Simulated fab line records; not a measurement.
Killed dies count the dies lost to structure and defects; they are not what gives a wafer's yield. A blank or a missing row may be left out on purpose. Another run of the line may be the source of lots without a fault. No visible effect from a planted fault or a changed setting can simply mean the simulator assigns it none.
Matching of chambers -- flow sfqLine -- 4 sister chambers for SFQ_TRILAYER_I0_CMP_CMP_028 on cmp-01
The step polishes SiO2. 8 wafers are shown with their chamber, then 7 later ones without.

## EACH WAFER AND ITS CHAMBER
wafer,chamber,motorCurrentA (A),timeToEndpointS (s)
L375.3,1,9.7,221
L379.4,1,10.0,212
L380.5,3,10.8,217
L390.4,0,8.5,220
L390.1,2,9.9,207
L390.5,0,8.8,214
L391.4,3,10.5,220
L391.5,2,10.5,208

## WAFERS WHOSE CHAMBER IS MISSING
wafer,motorCurrentA (A),timeToEndpointS (s)
L391.6,9.6,214
L394.1,9.9,211
L394.4,10.5,226
L394.5,9.7,215
L398.2,9.0,214
L398.4,11.0,212
L398.5,9.2,222

## WHICH CHAMBER EACH WENT THROUGH
wafer,from the rows above,in truth
L391.6,can't be placed: 1 or 2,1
L394.1,can't be placed: 2 or 1 or 3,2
L394.4,can't be placed: 3 or 1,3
L394.5,can't be placed: 1 or 2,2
L398.2,can't be placed: 0 or 1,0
L398.4,can't be placed: 3 or 2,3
L398.5,can't be placed: 0 or 1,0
Correctly placed: 0 of 7. Can't be placed from these rows: 7 (the true chamber is among the candidates in 7). Number placed wrongly: 0.
How it was worked out, from the rows above alone: a wafer's distance from a chamber is the root of the sum, over the readings, of the square of ((its reading less the chamber's mean) divided by the reading's scatter). If the next closest chamber is less than 2 further off than the closest, the wafer can't be placed; otherwise it belongs to the closest. A chamber's mean is the mean of its shown wafers. The scatter: take each reading less its chamber's mean, square it, sum over the shown wafers, divide by the number of wafers less the number of chambers, and take the root.
